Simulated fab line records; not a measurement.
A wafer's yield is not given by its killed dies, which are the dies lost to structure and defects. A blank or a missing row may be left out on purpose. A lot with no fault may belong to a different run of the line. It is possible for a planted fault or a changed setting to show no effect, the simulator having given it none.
One fault through the eyes of 2 desks	flow gf180mcu	each desk has only its own numbers; what lay behind them comes last

THE TOOL OWNER'S DESK: implanter-02
The tool's own readings at GF_PSD_IMPLANT_09, given as means over the sampled wafers that have a number, one for each lot that went through this tool. A lot is out of limits, marked OUT, if its mean lies more than 4 standard deviations from the usual mean; the brackets give that distance.
Columns: A = beam-on-s at GF_PSD_IMPLANT_09, usual 10.01 s; B = faraday-current-uA at GF_PSD_IMPLANT_09, usual 8240
lot	first seen here	A	B
L733	day 16 11:44	10.09	8191
L734	day 16 20:43	10.12	8148
L735	day 17 03:53	10.15	8117
L744	day 20 06:20	9.11 (-4.8) OUT	9132 (+5.6) OUT
L746	day 20 21:44	9.24 (-4.0) OUT	8986 (+4.7) OUT
This desk's verdict: out of limits on L744, L746, starting with L744 at day 20 06:20 (beam-on-s at GF_PSD_IMPLANT_09). In limits: L733, L734, L735.

AT THE METROLOGY DESK
What the gauges read for every lot (on any tool): the sampled wafers with a number, averaged. A lot is out of limits, marked OUT, if its mean lies more than 4 standard deviations from the usual mean; the brackets give that distance.
Columns: A = NSD_TW at GF_NSD_TW_MEAS_12, usual 4256; B = cd-nm at GF_PSD_CD_MEAS_07, usual 400.1 nm; C = PSD_TW at GF_PSD_TW_MEAS_11, usual 3189; D = PSD_RS at GF_PSD_RS_MEAS_15, usual 108.6 ohm/sq
lot	first seen here	A	B	C	D
L727	day 13 07:26	4264	401.8	3219	109.0
L730	day 14 09:53	4255	398.1	3191	109.4
L733	day 15 13:21	4270	400.8	3187	108.7
L734	day 15 22:31	4286	401.8	3201	108.6
L735	day 16 05:11	4230	402.1	3189	108.8
L736	day 16 12:41	4248	401.2	3179	108.7
L738	day 17 02:54	4311	403.1	3199	108.1
L744	day 19 06:23	4253	397.2	3120	113.3 (+14) OUT
L746	day 19 21:18	4248	401.6	3082 (-5.6) OUT	113.5 (+15) OUT
L747	day 20 08:39	4208	395.7	3201	108.8
L748	day 20 16:19	4207	401.0	3168	108.2
Finding of this desk: L744, L746 out of limits, first seen on L744 at day 20 06:53 (PSD_RS at GF_PSD_RS_MEAS_15). In limits: L727, L730, L733, L734, L735, L736, L738, L747, L748.

BROUGHT TOGETHER
The tool owner's desk had the chance to raise an alarm at day 20 06:20 on L744, L746.
On L744, L746, the metrology desk was in a position to raise an alarm at day 20 06:53.
The lots listed all ran GF_PSD_IMPLANT_09 on implanter-02.

WHAT HAD BEEN PUT IN BY THE SIMULATOR
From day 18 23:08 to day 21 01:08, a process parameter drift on implanter-02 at GF_PSD_IMPLANT_09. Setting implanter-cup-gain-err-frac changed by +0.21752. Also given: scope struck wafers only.
Shown lots that were struck: L744, L746.
Fault start to first reading out of limits, in hours, per desk: tool owner, 31; metrology, 32.
